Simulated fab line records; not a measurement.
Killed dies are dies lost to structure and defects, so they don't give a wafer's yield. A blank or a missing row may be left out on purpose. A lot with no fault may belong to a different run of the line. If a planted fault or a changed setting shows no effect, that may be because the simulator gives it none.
Chamber matching + flow sfqLine + 3 sister chambers for SFQ_TRILAYER_I6_DEP_PECVD_165 on pecvd-02
The step deposits SiO2 from SiH4/N2O, time 111.11 s, target thk 500 nm. 6 wafers are shown with their chamber, then 8 later ones without.

== WAFERS PAIRED WITH THEIR CHAMBERS ==
| wafer  | chamber | throttleValvePct (%) | heaterPowerW (W) |
|--------|---------|----------------------|------------------|
| L775.5 | 2       | 23.9                 | 76               |
| L780.6 | 0       | 24.5                 | 67               |
| L790.1 | 0       | 24.9                 | 76               |
| L790.4 | 2       | 24.3                 | 63               |
| L790.6 | 1       | 22.9                 | 92               |
| L792.3 | 1       | 22.8                 | 88               |

== WAFERS MISSING THEIR CHAMBER ==
| wafer  | throttleValvePct (%) | heaterPowerW (W) |
|--------|----------------------|------------------|
| L792.4 | 24.7                 | 82               |
| L792.5 | 24.3                 | 69               |
| L793.2 | 24.2                 | 75               |
| L793.4 | 24.1                 | 76               |
| L793.6 | 22.7                 | 98               |
| L794.1 | 23.9                 | 76               |
| L794.3 | 23.0                 | 98               |
| L794.5 | 24.9                 | 78               |

== EACH ONE'S CHAMBER ==
| wafer  | from the rows above     | in truth |
|--------|-------------------------|----------|
| L792.4 | can't be placed: 0 or 2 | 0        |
| L792.5 | can't be placed: 2 or 0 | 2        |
| L793.2 | can't be placed: 2 or 0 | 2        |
| L793.4 | can't be placed: 2 or 0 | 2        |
| L793.6 | 1                       | 1        |
| L794.1 | 2                       | 2        |
| L794.3 | 1                       | 1        |
| L794.5 | 0                       | 0        |
Correctly placed: 4 of 8. These rows do not allow placing 4 (true chamber among the candidates in 4). Number placed wrongly: 0.
How it was worked out, from the rows above alone: a wafer's distance from a chamber is the root of the sum, over the readings, of the square of ((its reading less the chamber's mean) divided by the reading's scatter). The wafer belongs to the nearest chamber; if the next one is less than 2 further off, it can't be placed. The mean given for a chamber averages the wafers shown for that chamber. The scatter is the square root of a quotient: the sum, over the shown wafers, of each reading's squared deviation from its chamber's mean, divided by wafers minus chambers.
